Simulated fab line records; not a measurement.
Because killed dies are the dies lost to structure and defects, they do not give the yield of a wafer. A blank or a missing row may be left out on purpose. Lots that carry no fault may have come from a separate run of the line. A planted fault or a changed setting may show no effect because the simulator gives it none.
Which tool is to blame?	flow gf180mcu	13 lots with 39 wafers sampled at 4 steps, on a route of 602 steps

## WHAT THE GAUGES READ, wafer by wafer
GF_CONTACT_THK_MEAS_26: measures by xrf.
lot	measured	on	CONTACT_W_THK (nm)
L489	day 15 19:30	film metro-01	300 296 301
L490	day 16 01:20	film metro-02	297 296 298
L491	day 16 18:02	film metro-03	302 311 305
L492	day 16 22:26	film metro-01	295 300 304
L493	day 17 14:10	film metro-01	303 303 299
L495	day 18 05:12	film metro-03	309 309 305
L497	day 19 05:50	film metro-03	307 303 307
L498	day 20 05:11	film metro-03	302 305 306
L504	day 21 20:55	film metro-02	299 300 299
L505	day 22 08:45	film metro-03	316 310 318
L507	day 22 12:59	film metro-03	313 313 312
L511	day 24 02:01	film metro-02	304 304 299
L512	day 24 12:22	film metro-03	308 309 312

GF_M1_THK_MEAS_06: measures by xrf.
lot	measured	on	M1_ALCU_THK (nm)
L489	day 15 20:14	film metro-03	451 454 450
L490	day 16 02:04	film metro-03	458 449 460
L491	day 16 19:28	film metro-04	448 441 450
L492	day 16 23:11	film metro-04	447 449 445
L493	day 17 14:52	film metro-03	456 458 458
L495	day 18 05:54	film metro-03	449 448 448
L497	day 19 06:32	film metro-03	453 457 454
L498	day 20 05:53	film metro-03	457 445 447
L504	day 21 21:37	film metro-04	452 458 461
L505	day 22 09:27	film metro-04	452 447 444
L507	day 22 13:41	film metro-01	461 454 464
L511	day 24 02:48	film metro-01	450 445 451
L512	day 24 13:04	film metro-01	450 447 448

GF_V1_BOW_MEAS_05.
lot	measured	on	V1_BOW (um)
L489	day 16 18:50	film metro-01	78 85 92
L490	day 17 00:19	film metro-02	68 92 88
L491	day 17 20:44	film metro-04	87 79 85
L492	day 18 00:04	film metro-02	91 92 89
L493	day 18 15:45	film metro-02	95 94 98
L495	day 19 06:58	film metro-04	78 83 83
L497	day 20 08:17	film metro-04	89 92 93
L498	day 21 07:05	film metro-01	75 91 91
L504	day 22 22:20	film metro-01	91 79 80
L505	day 23 09:37	film metro-01	77 90 86
L507	day 23 13:09	film metro-04	87 80 79
L511	day 25 02:07	film metro-04	79 85 73
L512	day 25 12:29	film metro-04	84 87 100

## WHICH TOOL RAN EACH LOT (tool, then ch and the chambers of the sampled wafers, then the start)
lot	GF_M1_STRIP_17
L489	plasma asher-02 ch 0,1, day 16 17:01
L490	plasma asher-01 ch 0,1, day 16 23:13
L491	plasma asher-04 ch 0,1, day 17 18:38
L492	plasma asher-01 ch 0,1, day 17 22:53
L493	plasma asher-04 ch 0,1, day 18 14:38
L495	plasma asher-04 ch 0,1, day 19 05:50
L497	plasma asher-02 ch 0,1, day 20 06:50
L498	plasma asher-02 ch 0,1, day 21 05:58
L504	plasma asher-02 ch 0,1, day 22 21:14
L505	plasma asher-02 ch 0, day 23 08:31
L507	plasma asher-04 ch 0,1, day 23 12:04
L511	plasma asher-04 ch 1, day 25 00:58
L512	plasma asher-04 ch 0,1, day 25 11:02
- GF_M1_STRIP_17: strips in O2/N2.

## AS READ BY THE TOOLS THEMSELVES (means over the sampled wafers that have a number; for cases with no such wafer, the mark the record gives instead)
GF_M1_STRIP_17.
lot	tool	drypump motor current A (A)	heater power w (W)	oes product au (a.u.)	strip time to endpoint s (s)
L489	plasma asher-02	6.0	308	0.554	7.85
L490	plasma asher-01	5.6	336	0.558	7.82
L491	plasma asher-04	5.4	316	0.556	7.84
L492	plasma asher-01	5.4	339	0.559	7.89
L493	plasma asher-04	5.4	313	0.555	7.80
L495	plasma asher-04	5.5	315	0.559	7.86
L497	plasma asher-02	6.0	310	0.552	7.86
L498	plasma asher-02	6.0	310	0.560	7.89
L504	plasma asher-02	6.2	307	0.559	7.35
L505	plasma asher-02	5.7	314	0.557	7.36
L507	plasma asher-04	5.5	316	0.558	7.90
L511	plasma asher-04	5.4	316	0.565	7.91
L512	plasma asher-04	5.4	317	0.555	7.86

## THE ANSWER, worked out from the rows above alone
Rule: the lots themselves supply what counts as usual. Put in order of their means at a reading, lots are off if they are a third of the lots or fewer, leave a main group of 4 or more, and stand apart from it by a gap of 3 or more times the standard deviation of the main group's means; of several such gaps the widest counts. A main group is skipped when, at the precision printed for the reading in the tables above, its means are all equal. A lot without any number at a reading at which 4 lots or more have one is off too. The other lots that the step has rows for count as sound. First the gauges in route order, then the tools' own readings, where a lot's mean is used as printed above. At the first step where some lot is off, the reading lying furthest off is the one used; lots without a number count as furthest.
Off: L504, L505 (GF_M1_STRIP_17, strip time to endpoint s). Mean 7.86 s and standard deviation 0.032 in the main group.
A tool fits if, at that step or a process step before it, it ran every lot that is off, and no sound lot after the first of them. One fits: plasma asher-02 at GF_M1_STRIP_17. Its last sound lot is L498 (day 21 05:58), its first lot that is off L504 (day 22 21:14): a fault that began between those two fits.
The tool's own readings at GF_M1_STRIP_17 bear it out: on the lots that are off they differ by more than 5 times the standard deviation of the sound lots' means. strip time to endpoint s reads 7.36 s there against 7.86 s on the sound lots.

## WHAT WAS PUT IN BY THE SIMULATOR
Process parameters drifting: plasma asher-02 at GF_M1_STRIP_17, beginning at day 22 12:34. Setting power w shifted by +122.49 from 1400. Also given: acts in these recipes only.
Struck lots among those shown: L504, L505. The rule above found the same.
